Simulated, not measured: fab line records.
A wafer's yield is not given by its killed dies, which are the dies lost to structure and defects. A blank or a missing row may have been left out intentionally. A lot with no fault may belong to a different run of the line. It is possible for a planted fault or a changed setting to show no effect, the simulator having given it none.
Shared-tool check || flow sky130 || 36 wafers sampled across 11 lots

WHY THIS WAS OPENED
Of 11 lots, 1 have the reading GATE_OXIDE_TW flagged at SKY_GATE_OXIDE_TW_MEAS_14. Fault-free wafers read 226.1, with a standard deviation of 1.9.
Rule: a lot gets a flag if all its wafers with a number sit over 4 standard deviations from that mean, or if no wafer of it has a number. The rest of the lots are taken to be sound.

{"lot": "L603", "measured": "day 15 03:21", "on": "film_metro-04", "GATE_OXIDE_TW, wafer by wafer": "225.9 225.3 225.2", "flag": ""}
{"lot": "L604", "measured": "day 15 13:08", "on": "film_metro-04", "GATE_OXIDE_TW, wafer by wafer": "30.2 30.1 30.2 30.2 30.1 30.2", "flag": "FLAGGED"}
{"lot": "L605", "measured": "day 16 05:10", "on": "film_metro-01", "GATE_OXIDE_TW, wafer by wafer": "227.0 225.8 224.7", "flag": ""}
{"lot": "L606", "measured": "day 16 06:10", "on": "film_metro-03", "GATE_OXIDE_TW, wafer by wafer": "230.0 231.0 230.3", "flag": ""}
{"lot": "L613", "measured": "day 18 12:19", "on": "film_metro-03", "GATE_OXIDE_TW, wafer by wafer": "227.4 229.0 228.6", "flag": ""}
{"lot": "L614", "measured": "day 19 13:11", "on": "film_metro-01", "GATE_OXIDE_TW, wafer by wafer": "226.4 226.8 226.0", "flag": ""}
{"lot": "L616", "measured": "day 20 00:08", "on": "film_metro-03", "GATE_OXIDE_TW, wafer by wafer": "229.2 228.0 228.5", "flag": ""}
{"lot": "L617", "measured": "day 20 12:47", "on": "film_metro-01", "GATE_OXIDE_TW, wafer by wafer": "227.6 227.3 226.7", "flag": ""}
{"lot": "L618", "measured": "day 20 13:52", "on": "film_metro-01", "GATE_OXIDE_TW, wafer by wafer": "228.0 228.2 226.9", "flag": ""}
{"lot": "L620", "measured": "day 21 06:48", "on": "film_metro-04", "GATE_OXIDE_TW, wafer by wafer": "222.4 222.9 224.0", "flag": ""}
{"lot": "L621", "measured": "day 22 20:37", "on": "film_metro-01", "GATE_OXIDE_TW, wafer by wafer": "224.1 224.5 225.6", "flag": ""}
Flagged lots average 30.2: -195.9 relative to the usual, that is -99 or more standard deviations.

WHICH TOOL RAN EACH LOT
2 process steps preceding the reading are held in the record, out of 708 steps in the route. Each cell gives the tool, then ch followed by the chambers the sampled wafers passed through, then the start.
{"lot": "L603", "flag": "", "SKY_VT_ADJUST_LVTN_STRIP_09": "plasma_asher-03 ch 0,1, day 7 22:14", "SKY_GATE_OXIDE_EXPOSE_07": "iline_stepper-02 ch 0, day 14 13:10"}
{"lot": "L604", "flag": "FLAGGED", "SKY_VT_ADJUST_LVTN_STRIP_09": "plasma_asher-02 ch 0,1, day 8 04:53", "SKY_GATE_OXIDE_EXPOSE_07": "iline_stepper-01 ch 0, day 14 23:36"}
{"lot": "L605", "flag": "", "SKY_VT_ADJUST_LVTN_STRIP_09": "plasma_asher-02 ch 0,1, day 8 11:18", "SKY_GATE_OXIDE_EXPOSE_07": "iline_stepper-02 ch 0, day 15 14:46"}
{"lot": "L606", "flag": "", "SKY_VT_ADJUST_LVTN_STRIP_09": "plasma_asher-02 ch 0,1, day 8 16:35", "SKY_GATE_OXIDE_EXPOSE_07": "iline_stepper-01 ch 0, day 15 15:47"}
{"lot": "L613", "flag": "", "SKY_VT_ADJUST_LVTN_STRIP_09": "plasma_asher-03 ch 0,1, day 10 13:16", "SKY_GATE_OXIDE_EXPOSE_07": "iline_stepper-01 ch 0, day 17 21:00"}
{"lot": "L614", "flag": "", "SKY_VT_ADJUST_LVTN_STRIP_09": "plasma_asher-03 ch 0,1, day 11 04:30", "SKY_GATE_OXIDE_EXPOSE_07": "iline_stepper-02 ch 0, day 18 21:31"}
{"lot": "L616", "flag": "", "SKY_VT_ADJUST_LVTN_STRIP_09": "plasma_asher-04 ch 0,1, day 11 15:30", "SKY_GATE_OXIDE_EXPOSE_07": "iline_stepper-01 ch 0, day 19 07:51"}
{"lot": "L617", "flag": "", "SKY_VT_ADJUST_LVTN_STRIP_09": "plasma_asher-03 ch 1, day 11 21:51", "SKY_GATE_OXIDE_EXPOSE_07": "iline_stepper-02 ch 0, day 19 21:32"}
{"lot": "L618", "flag": "", "SKY_VT_ADJUST_LVTN_STRIP_09": "plasma_asher-03 ch 0,1, day 12 01:57", "SKY_GATE_OXIDE_EXPOSE_07": "iline_stepper-01 ch 0, day 19 22:26"}
{"lot": "L620", "flag": "", "SKY_VT_ADJUST_LVTN_STRIP_09": "plasma_asher-02 ch 0,1, day 12 17:13", "SKY_GATE_OXIDE_EXPOSE_07": "iline_stepper-01 ch 0, day 20 15:23"}
{"lot": "L621", "flag": "", "SKY_VT_ADJUST_LVTN_STRIP_09": "plasma_asher-02 ch 0,1, day 13 20:45", "SKY_GATE_OXIDE_EXPOSE_07": "iline_stepper-01 ch 0, day 22 04:49"}
These steps, and what they do:
- SKY_VT_ADJUST_LVTN_STRIP_09: strips in O2/N2.
- SKY_GATE_OXIDE_EXPOSE_07: exposes mask LVOM, target cd 600 nm.
- SKY_GATE_OXIDE_TW_MEAS_14

FLAGGED AGAINST TOTAL, ONE TOOL AT A TIME (gauges that did the reading follow at the end)
{"step": "SKY_VT_ADJUST_LVTN_STRIP_09", "tool": "plasma_asher-02", "lots run": 5, "flagged": 1, "share of the flagged lots": "all", "sound lots run after its first flagged lot": "4 (L605,L606,L620,L621)"}
{"step": "SKY_VT_ADJUST_LVTN_STRIP_09", "tool": "plasma_asher-03", "lots run": 5, "flagged": 0, "share of the flagged lots": "none", "sound lots run after its first flagged lot": "-"}
{"step": "SKY_VT_ADJUST_LVTN_STRIP_09", "tool": "plasma_asher-04", "lots run": 1, "flagged": 0, "share of the flagged lots": "none", "sound lots run after its first flagged lot": "-"}
{"step": "SKY_GATE_OXIDE_EXPOSE_07", "tool": "iline_stepper-01", "lots run": 7, "flagged": 1, "share of the flagged lots": "all", "sound lots run after its first flagged lot": "6 (L606,L613,L616,L618,L620,L621)"}
{"step": "SKY_GATE_OXIDE_EXPOSE_07", "tool": "iline_stepper-02", "lots run": 4, "flagged": 0, "share of the flagged lots": "none", "sound lots run after its first flagged lot": "-"}
{"step": "SKY_GATE_OXIDE_TW_MEAS_14", "tool": "film_metro-01", "lots run": 5, "flagged": 0, "share of the flagged lots": "none", "sound lots run after its first flagged lot": "-"}
{"step": "SKY_GATE_OXIDE_TW_MEAS_14", "tool": "film_metro-03", "lots run": 3, "flagged": 0, "share of the flagged lots": "none", "sound lots run after its first flagged lot": "-"}
{"step": "SKY_GATE_OXIDE_TW_MEAS_14", "tool": "film_metro-04", "lots run": 3, "flagged": 1, "share of the flagged lots": "all", "sound lots run after its first flagged lot": "1 (L620)"}

WHAT THE TABLE ALLOWS
Every flagged lot was run by 3 rows of the table: plasma_asher-02 at SKY_VT_ADJUST_LVTN_STRIP_09, iline_stepper-01 at SKY_GATE_OXIDE_EXPOSE_07 and film_metro-04 at SKY_GATE_OXIDE_TW_MEAS_14.
- plasma_asher-02 at SKY_VT_ADJUST_LVTN_STRIP_09 ran 5 lots, 1 of them flagged. Lots that were sound ran on it after the first flagged one (L605, L606, L620, L621); a persistent fault on the entire tool would not allow that.
- iline_stepper-01 at SKY_GATE_OXIDE_EXPOSE_07 ran 7 lots, 1 of them flagged. Lots that were sound ran on it after the first flagged one (L606, L613, L616, L618, L620, L621); a persistent fault on the entire tool would not allow that.
- film_metro-04 at SKY_GATE_OXIDE_TW_MEAS_14 ran 3 lots, 1 of them flagged. Lots that were sound ran on it after the first flagged one (L620); a persistent fault on the entire tool would not allow that.
None of the table's rows ran every flagged lot and, after the first, no sound lot.

WHAT HAD BEEN PUT IN BY THE SIMULATOR
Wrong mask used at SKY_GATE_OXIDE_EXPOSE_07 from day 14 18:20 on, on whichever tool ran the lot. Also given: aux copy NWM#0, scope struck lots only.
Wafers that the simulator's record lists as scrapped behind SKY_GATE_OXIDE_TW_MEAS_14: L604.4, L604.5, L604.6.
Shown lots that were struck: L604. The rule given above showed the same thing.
